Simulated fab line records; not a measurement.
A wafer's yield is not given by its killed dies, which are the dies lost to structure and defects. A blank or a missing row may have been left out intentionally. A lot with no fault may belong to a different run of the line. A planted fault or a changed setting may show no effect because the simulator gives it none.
Struck lot and sound lot, side by side -- flow sky130 -- 21 steps out of a route of 708
Sound: these wafers, L600.2, L600.5, L600.6. The struck wafers were L594.3, L594.4, L594.6. The cause comes at the end.
Order at every step that has rows: each side's tool, ch and its chambers, its first start. Under that, the readings that differ: sound wafers -- struck wafers -- difference of the means -- sigmas: that difference in standard deviations of wafers without a fault.
alike: same words and numbers on both sides, and readings whose means sit less than 2 such deviations apart. not compared: any withheld reading, any reading some wafer has no value for, any bound like >300 that may hide the same value, and any number with overlapping values for which the record gives no deviation.
The two part at a step that has a row with sigmas, a row that says differs or no value, or rows on one side only. Numbers that don't overlap but have no deviation are shown without sigmas and don't part them. Lack of a reading on every wafer of one side parts them only where that side has two or more wafers.

SKY_POLY_GATE_CD_MEAS_22:
  sound on cd sem-01 at day 19 15:11; struck on cd sem-02 at day 17 09:30
  alike: cd nm
then, 7 steps without rows for these wafers: SKY_LDD_N_DEHYDRATE_00 (time 60 s); SKY_LDD_N_HMDS_01 (prime time 60 s); SKY_LDD_N_COAT_02 (resist thk 300 nm); SKY_LDD_N_SOFTBAKE_03 (time 60 s); SKY_LDD_N_EXPOSE_04 (exposes mask NTM, target cd 840 nm); SKY_LDD_N_PEB_05; SKY_LDD_N_DEVELOP_06 (develop time 60 s).
SKY_LDD_N_OVL_MEAS_07:
  sound on overlay-02 at day 20 21:38; struck on overlay-01 at day 18 14:47
  alike: LDD_N_OVL
then, 3 steps without rows for these wafers: SKY_LDD_N_IMPLANT_08; SKY_LDD_N_IMPLANT_09; SKY_LDD_N_IMPLANT_10.
SKY_LDD_N_IMPLANT_11:
  sound on implanter-01 ch 0, day 20 22:08; struck on implanter-02 ch 0, day 18 15:38
then, 4 steps without rows for these wafers: SKY_LDD_N_IMPLANT_12; SKY_LDD_N_IMPLANT_13; SKY_LDD_N_IMPLANT_14; SKY_LDD_N_IMPLANT_15.
SKY_LDD_N_STRIP_16: strips in O2/N2.
  sound on plasma asher-04 ch 0,1, day 20 22:52; struck on plasma asher-03 ch 0,1, day 18 16:22
reading,sound,struck,difference,sigmas
strip time to endpoint s (s),4.314 4.338 4.320,4.525 4.521 4.516,+0.197,+16
  alike: drypump motor current A, oes product au
  not compared: rf hours counter h
SKY_LDD_N_TW_MEAS_17:
  sound on film metro-02 at day 20 22:58; struck on film metro-02 at day 18 16:27
reading,sound,struck,difference,sigmas
LDD_N_TW,2622 2606 2612,2723 2727 2733,+114,+4
then, 1 step without rows for these wafers: SKY_LDD_P_DEHYDRATE_00 (time 60 s).
-- a jump in the record: the struck wafers' starts before and after are 28 days apart (it breaks off in module LDD_P and resumes in module PAD_OPEN, where the first step shown is number 708 of the route) --
SKY_PAD_OPEN_PROBE_99:
  sound on prober-02 at day 47 19:15; struck on prober-02 at day 46 10:50
reading,sound,struck,difference,sigmas
model.etest.tip n.rs ohm sq,438.9 438.7 443.4,385.2 385.8 387.4,-54.2,
model.etest.nfet_01v8_lvt.vt sat v (V),0.5248 0.5385 0.5373,0.5222 0.513 0.5243,-0.0137,
  alike: killed_at_M0_to_M3, killed_at_M4_up, killed at contacts, killed at front end, killed at other, killed dies, killed open, killed short
  not compared: model.etest.nfet_01v8.r on ohm um, model.etest.nfet_01v8_lvt.drive ua um, model.etest.nfet_01v8_turned.drive ua um, model.etest.nfet_01v8_turned.vt sat v, model.etest.nfet_01v8.vt sat v

== WHERE THEY PART ==
Earliest at SKY_LDD_N_STRIP_16; latest, in this record, at SKY_LDD_N_TW_MEAS_17. Later steps at which nothing parts them and some readings are alike: SKY_PAD_OPEN_PROBE_99.

WHY: whatever the simulator had introduced
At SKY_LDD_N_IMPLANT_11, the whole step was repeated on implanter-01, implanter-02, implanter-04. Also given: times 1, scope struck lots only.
